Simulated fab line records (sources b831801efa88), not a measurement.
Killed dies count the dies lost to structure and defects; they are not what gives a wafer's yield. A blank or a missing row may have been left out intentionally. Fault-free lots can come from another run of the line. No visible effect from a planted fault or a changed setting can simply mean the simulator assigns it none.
A lot that was struck, set against a sound lot -- flow sky130 -- 43 steps out of a route of 708
Sound: wafers L800.1, L800.3, L800.6. The struck wafers were L808.1, L808.2, L808.5. The cause is named last.
Each step with rows lists, per side, the tool, then ch with its chambers, then its first start. Under that, the readings that differ: sound wafers -- struck wafers -- difference of the means -- sigmas: that difference in standard deviations of wafers without a fault.
alike: readings whose means differ by less than 2 such deviations, and words and numbers that are the same on both sides. not compared: withheld readings, readings that some wafer has no value for, bounds like >300 that may hide the same value, and numbers for which the record gives no deviation and whose values overlap.
Wherever a step has rows on one side only, a row that says differs or no value, or a row with sigmas, the two part there. Non-overlapping numbers with no deviation appear without sigmas and do not part them. A reading that every wafer of one side lacks parts them only if that side has two wafers or more.

first, 1 step without rows for these wafers: SKY_METAL2_DEVELOP_14 (develop time 60 s).
SKY_METAL2_CD_MEAS_15 targets a cd of 140 nm.
  struck on cdSem-01, day 39 15:15; sound on cdSem-02, day 37 09:43
  alike: cdNm
SKY_METAL2_OVL_MEAS_16:
  struck on overlay-02, day 39 15:22; sound on overlay-01, day 37 09:50
  alike: METAL2_OVL
then, 2 steps without rows for these wafers: SKY_METAL2_DESCUM_17 (chemistry O2, time 8 s); SKY_METAL2_ETCH_18 (etches BARC in N2/H2, stops on SiO2, time 45.9 s, target depth 60 nm).
SKY_METAL2_METAL_ETCH_19: etches the open film in Cl2/BCl3, stops on SiO2, target depth 360 nm, time 78 s.
  sound on rieMetal-01 ch 0,1, day 37 09:58; struck on rieMetal-04 ch 0,1, day 39 15:30
  alike: chamberPressureMTorr, drypumpMotorCurrentA, oesProductAu, rfFwdPowerW, throttleValvePct
  not compared: rfHoursCounterH
SKY_METAL2_STRIP_20: strips in O2/N2.
  sound on plasmaAsher-03 ch 0,1, day 37 10:04; struck on plasmaAsher-04 ch 0,1, day 39 15:35
reading,sound,struck,difference,sigmas
stripTimeToEndpointS (s),2.61 2.61 2.60,2.75 2.83 2.75,+0.17,+2
  alike: chamberPressureMTorr, drypumpMotorCurrentA, oesProductAu
  not compared: rfHoursCounterH
then, 4 steps without rows for these wafers: SKY_METAL2_STRIP_21 (strips in post etch residue remover, time 1200 s); SKY_METAL2_CLEAN_22 (cleans in IPA, time 180 s); SKY_METAL2_CLEAN_23 (cleans in O3/DIW); SKY_VIA2_HDPCVD_00 (deposits SiO2, target thk 1180 nm, time 196.7 s).
SKY_VIA2_THK_MEAS_01:
  struck on filmMetro-03, day 39 16:19; sound on filmMetro-02, day 37 10:46
  alike: VIA2_HDPCVD_THK
SKY_VIA2_CMP_02: polishes SiO2.
  sound on cmp-02 ch 1,2, day 37 10:50; struck on cmp-01 ch 1,2, day 39 16:23
  alike: motorCurrentA
SKY_VIA2_BOW_MEAS_03:
  struck on filmMetro-03, day 39 16:41; sound on filmMetro-02, day 37 11:08
  alike: VIA2_BOW
then, 8 steps without rows for these wafers: SKY_VIA2_DEHYDRATE_04 (time 60 s); SKY_VIA2_HMDS_05 (prime time 60 s); SKY_VIA2_COAT_06 (resist thk 60 nm); SKY_VIA2_COAT_07 (resist thk 450 nm); SKY_VIA2_SOFTBAKE_08 (time 90 s); SKY_VIA2_EXPOSE_09 (exposes mask VIM2, target cd 200 nm); SKY_VIA2_PEB_10; SKY_VIA2_DEVELOP_11 (develop time 60 s).
SKY_VIA2_CD_MEAS_12 targets a cd of 200 nm.
  struck on cdSem-02, day 40 17:00; sound on cdSem-02, day 38 12:33
  alike: cdNm
SKY_VIA2_OVL_MEAS_13:
  struck on overlay-01, day 40 17:07; sound on overlay-01, day 38 12:40
  alike: VIA2_OVL
then, 6 steps without rows for these wafers: SKY_VIA2_ETCH_14 (etches BARC in N2/H2, stops on SiO2, time 45.9 s, target depth 60 nm); SKY_VIA2_ETCH_15 (etches SiO2 in C4F8/O2/Ar, stops on TiN, target depth 546 nm, time 85.76 s); SKY_VIA2_STRIP_16 (strips in O2/N2); SKY_VIA2_STRIP_17 (strips in post etch residue remover, time 1200 s); SKY_VIA2_CLEAN_18 (cleans in IPA, time 180 s); SKY_VIA2_CLEAN_19 (cleans in O3/DIW).
SKY_VIA2_SPUTTER_20: material TiN, target thk 20 nm, time 80 s.
  struck on pvdSputter-02, day 40 17:53; sound on pvdSputter-04, day 38 13:24
reading,sound,struck,difference,sigmas
throttleValvePct (%),31.3 31.3 31.3,28.8 30.4 29.4,-1.8,-2
SKY_VIA2_CVD_21: deposits W, target thk 420 nm, time 126.4 s.
  sound on cvdW-02 ch 1, day 38 13:28; struck on cvdW-01 ch 0,1, day 40 17:56
  alike: heaterPowerW
SKY_VIA2_RS_MEAS_22: measurement is done with a four-point probe.
  struck on filmMetro-02, day 40 18:04; sound on filmMetro-01, day 38 13:35
  alike: VIA2_W_RS
SKY_VIA2_THK_MEAS_23: measures by xrf.
  struck on filmMetro-02, day 40 18:11; sound on filmMetro-01, day 38 13:43
  alike: VIA2_W_THK
then, 4 steps without rows for these wafers: SKY_VIA2_CMP_24 (polishes, stops on SiO2, t overpolish 20 s, target thk 0 nm); SKY_METAL3_SPUTTER_00 (material Ti, target thk 15 nm, time 10 s); SKY_METAL3_SPUTTER_01 (material TiN, target thk 20 nm, time 16.7 s); SKY_METAL3_SPUTTER_02 (material AlCu, target thk 735 nm, time 39.1 s).
SKY_METAL3_SPUTTER_03: material Ti, target thk 5 nm, time 3.3 s.
  struck on pvdSputter-02, day 40 18:38; sound on pvdSputter-04, day 38 14:10
  alike: throttleValvePct
then, 2 steps without rows for these wafers: SKY_METAL3_SPUTTER_04 (material TiN, target thk 70 nm, time 58.3 s); SKY_CAPM_CVD_00 (deposits SiO2, target thk 15.5 nm).
SKY_CAPM_THK_MEAS_01:
  struck on filmMetro-02, day 40 18:44; sound on filmMetro-04, day 38 14:15
  alike: CAPM_CVD_00_THK
-- the record jumps here: 8 days lie between the struck wafers' starts before and after (it left off in module CAPM and takes up again in module PAD_OPEN, whose first step shown is number 708 of the route) --
SKY_PAD_OPEN_PROBE_99:
  struck on prober-01, day 49 05:53; sound on prober-02, day 47 14:46
  no value came back on the struck wafers for any of 5 readings (model.etest.tester.sortNPass, model.etest.tester.sortYieldPct (%) and others); on the sound wafers model.etest.tester.sortNPass reads 417 412 418
reading,sound,struck,difference,sigmas
hold,- - -,awaitDispo/1.2h/release awaitDispo/1.2h/release awaitDispo/1.2h/release,no value on the sound wafers,

== WHERE THEY PART ==
Earliest at SKY_METAL2_STRIP_20; latest, in this record, at SKY_PAD_OPEN_PROBE_99.

WHY: what the simulator had put in
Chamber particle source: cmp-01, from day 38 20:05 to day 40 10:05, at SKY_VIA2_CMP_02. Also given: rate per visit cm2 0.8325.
